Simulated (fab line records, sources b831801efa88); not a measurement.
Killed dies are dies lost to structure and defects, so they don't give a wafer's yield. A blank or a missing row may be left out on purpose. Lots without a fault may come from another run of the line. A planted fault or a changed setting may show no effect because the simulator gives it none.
Which tool did it? | flow gf180mcu | 11 lots, 33 wafers sampled, at 3 steps of a route of 602

WHAT THE GAUGES READ, wafer by wafer
GF_HV_LDD_THK_MEAS_57.
lot  | measured     | on            | HV_LDD_CVD_56_THK (nm)
L359 | day 14 23:04 | film_metro-04 | 57.4 58.3 57.3 57.5 58.2 57.2
L360 | day 15 10:34 | film_metro-03 | 89.3 88.7 88.5
L361 | day 15 15:53 | film_metro-02 | 89.5 89.2 88.2
L362 | day 16 02:11 | film_metro-02 | 59.8 60.3 59.8 59.8 60.3 59.8
L366 | day 17 10:22 | film_metro-02 | 89.6 89.6 89.7
L369 | day 18 12:28 | film_metro-02 | 89.2 90.6 90.4
L370 | day 18 20:19 | film_metro-03 | 88.0 88.7 88.1
L371 | day 19 09:35 | film_metro-03 | 89.9 89.8 90.0
L372 | day 19 15:43 | film_metro-03 | 91.1 89.8 90.5
L373 | day 19 19:46 | film_metro-03 | 90.6 90.3 90.4
L374 | day 20 03:27 | film_metro-04 | 90.6 90.3 91.1

WHICH TOOL RAN EACH LOT (tool, then ch and the chambers of the sampled wafers, then the start)
lot  | GF_HV_LDD_STRIP_10                   | GF_HV_LDD_CVD_56
L359 | plasma_asher-01 ch 0,1, day 12 05:52 | lpcvd-01 ch 1, day 14 21:38
L360 | plasma_asher-02 ch 0,1, day 12 16:46 | lpcvd-02 ch 0, day 15 09:08
L361 | plasma_asher-02 ch 0,1, day 12 21:52 | lpcvd-02 ch 1, day 15 14:27
L362 | plasma_asher-03 ch 0, day 13 08:04   | lpcvd-01 ch 1, day 16 00:44
L366 | plasma_asher-01 ch 0, day 14 12:12   | lpcvd-02 ch 0, day 17 08:56
L369 | plasma_asher-02 ch 0,1, day 15 12:16 | lpcvd-01 ch 1, day 18 11:02
L370 | plasma_asher-02 ch 0,1, day 15 19:51 | lpcvd-02 ch 1, day 18 18:53
L371 | plasma_asher-03 ch 0, day 16 07:58   | lpcvd-01 ch 0, day 19 08:08
L372 | plasma_asher-03 ch 0,1, day 16 13:31 | lpcvd-01 ch 1, day 19 14:17
L373 | plasma_asher-02 ch 0,1, day 16 18:07 | lpcvd-02 ch 0, day 19 18:20
L374 | plasma_asher-03 ch 0,1, day 17 01:26 | lpcvd-01 ch 0, day 20 01:59
- GF_HV_LDD_STRIP_10: strips in O2/N2.
- GF_HV_LDD_CVD_56: deposits Si3N4 from DCS/NH3, target thk 90 nm, time 1543 s.

THE ANSWER, worked out from the rows above alone
Rule: what is usual is taken from the lots themselves. Put in order of their means at a reading, lots are off if they are a third of the lots or fewer, leave a main group of 4 or more, and stand apart from it by a gap of 3 or more times the standard deviation of the main group's means; of several such gaps the widest counts. A main group whose means are all the same, to the digits that the tables above print for the reading, isn't used. A lot without any number at a reading at which 4 lots or more have one is off too. The other lots that the step has rows for count as sound.
Off: L359, L362, at GF_HV_LDD_THK_MEAS_57 (HV_LDD_CVD_56_THK). The main group: mean 89.7 nm, standard deviation 0.79.
A tool fits if, at a process step before that reading, it ran every lot that is off, and no sound lot after the first of them. The gauges at GF_HV_LDD_THK_MEAS_57 are tried like those tools. None of those tried fits.

WHAT THE SIMULATOR HAD PUT IN
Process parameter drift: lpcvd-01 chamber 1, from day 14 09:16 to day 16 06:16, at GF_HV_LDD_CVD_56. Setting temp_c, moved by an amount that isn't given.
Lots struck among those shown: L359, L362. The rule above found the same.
